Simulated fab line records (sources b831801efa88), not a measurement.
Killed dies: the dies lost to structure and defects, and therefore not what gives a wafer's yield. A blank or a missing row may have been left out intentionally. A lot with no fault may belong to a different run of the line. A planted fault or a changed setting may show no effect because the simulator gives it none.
Which of the tools did it? -- flow gf180mcu -- 42 wafers from 14 lots sampled at 4 of the route's 602 steps

## WHAT THE GAUGES SHOWED, per wafer
GF_V5_BOW_MEAS_05.
lot,measured,on,V5_BOW (um)
L613,day 26 23:04,film-metro-02,150 150 147
L614,day 27 06:34,film-metro-01,134 134 135
L615,day 27 12:51,film-metro-02,123 126 136
L618,day 28 20:48,film-metro-02,140 131 131
L619,day 28 22:18,film-metro-02,139 137 136
L621,day 29 04:36,film-metro-02,134 132 123
L622,day 29 17:56,film-metro-03,125 141 132
L623,day 29 18:26,film-metro-01,138 135 132
L625,day 30 14:43,film-metro-02,145 131 134
L631,day 32 02:37,film-metro-01,146 134 145
L632,day 32 06:16,film-metro-02,128 132 129
L633,day 32 11:37,film-metro-03,153 149 140
L634,day 32 22:42,film-metro-03,142 151 139
L635,day 32 20:44,film-metro-01,127 128 140

GF_PASSIVATION_THK_MEAS_03.
lot,measured,on,PASSIVATION_CVD_02_THK (nm)
L613,day 28 18:16,film-metro-04,687 690 700
L614,day 28 22:56,film-metro-02,694 703 700
L615,day 29 10:41,film-metro-02,698 708 707
L618,day 30 12:10,film-metro-04,697 704 720
L619,day 30 14:50,film-metro-01,706 703 710
L621,day 30 21:28,film-metro-02,693 706 707
L622,day 31 09:36,film-metro-01,691 691 709
L623,day 31 11:03,film-metro-01,689 693 697
L625,day 32 04:05,film-metro-02,693 697 699
L631,day 33 14:38,film-metro-04,683 685 693
L632,day 33 17:25,film-metro-01,686 691 695
L633,day 33 22:25,film-metro-01,690 690 694
L634,day 34 09:02,film-metro-01,683 696 707
L635,day 34 06:31,film-metro-04,696 697 719

## WHICH TOOL RAN EACH LOT (tool, then ch and the chambers of the sampled wafers, then the start)
lot,GF_M2_SPUTTER_02,GF_TOP_METAL_SPUTTER_00
L613,"pvd-sputter-04, day 18 20:04","pvd-sputter-04, day 27 21:07"
L614,"pvd-sputter-04, day 19 06:08","pvd-sputter-02, day 28 03:55"
L615,"pvd-sputter-04, day 19 12:38","pvd-sputter-04, day 28 17:30"
L618,"pvd-sputter-02, day 21 00:04","pvd-sputter-01, day 29 16:16"
L619,"pvd-sputter-04, day 21 04:59","pvd-sputter-04, day 29 18:31"
L621,"pvd-sputter-04, day 21 16:37","pvd-sputter-02, day 30 01:37"
L622,"pvd-sputter-04, day 22 08:17","pvd-sputter-01, day 30 14:26"
L623,"pvd-sputter-04, day 22 10:29","pvd-sputter-02, day 30 15:01"
L625,"pvd-sputter-04, day 23 04:26","pvd-sputter-02, day 31 09:30"
L631,"pvd-sputter-01, day 25 00:29","pvd-sputter-04, day 32 21:05"
L632,"pvd-sputter-02, day 25 08:47","pvd-sputter-01, day 32 23:59"
L633,"pvd-sputter-01, day 25 12:58","pvd-sputter-02, day 33 05:18"
L634,"pvd-sputter-01, day 26 01:55","pvd-sputter-04, day 33 16:10"
L635,"pvd-sputter-04, day 26 02:33","pvd-sputter-02, day 33 14:38"
- GF_M2_SPUTTER_02: material AlCu, target thk 450 nm, time 23.9 s.
- GF_TOP_METAL_SPUTTER_00: material Ti, target thk 37.5 nm, time 150 s.

## AS READ BY THE TOOLS THEMSELVES (means over the sampled wafers that have a number; for cases with no such wafer, the mark the record gives instead)
GF_M2_SPUTTER_02.
lot,tool,throttle-valve-pct (%)
L613,pvd-sputter-04,30.4
L614,pvd-sputter-04,30.7
L615,pvd-sputter-04,30.4
L618,pvd-sputter-02,29.3
L619,pvd-sputter-04,30.4
L621,pvd-sputter-04,30.6
L622,pvd-sputter-04,30.7
L623,pvd-sputter-04,30.5
L625,pvd-sputter-04,30.6
L631,pvd-sputter-01,29.7
L632,pvd-sputter-02,29.8
L633,pvd-sputter-01,29.6
L634,pvd-sputter-01,29.7
L635,pvd-sputter-04,30.5

GF_TOP_METAL_SPUTTER_00.
lot,tool,throttle-valve-pct (%)
L613,pvd-sputter-04,30.0
L614,pvd-sputter-02,29.2
L615,pvd-sputter-04,30.4
L618,pvd-sputter-01,29.6
L619,pvd-sputter-04,30.5
L621,pvd-sputter-02,29.1
L622,pvd-sputter-01,30.5
L623,pvd-sputter-02,29.7
L625,pvd-sputter-02,29.3
L631,pvd-sputter-04,30.3
L632,pvd-sputter-01,31.1
L633,pvd-sputter-02,29.4
L634,pvd-sputter-04,30.5
L635,pvd-sputter-02,29.6

## THE ANSWER, worked out from the rows above alone
Rule: the lots themselves supply what counts as usual. Put in order of their means at a reading, lots are off if they are a third of the lots or fewer, leave a main group of 4 or more, and stand apart from it by a gap of 3 or more times the standard deviation of the main group's means; of several such gaps the widest counts. If all means in a main group match to the digits the tables above print for the reading, that group is not used. Also off: a lot with no number at a reading for which 4 or more lots have one. All remaining lots with rows at the step are treated as sound. After the gauges, taken in route order, come the tools' own readings; for these a lot's mean is taken, as printed above. At the first step where some lot is off, the reading lying furthest off is the one used; lots without a number count as furthest.
Nothing can be told from this: no lot is off at any reading shown.

## WHAT THE SIMULATOR HAD INSERTED
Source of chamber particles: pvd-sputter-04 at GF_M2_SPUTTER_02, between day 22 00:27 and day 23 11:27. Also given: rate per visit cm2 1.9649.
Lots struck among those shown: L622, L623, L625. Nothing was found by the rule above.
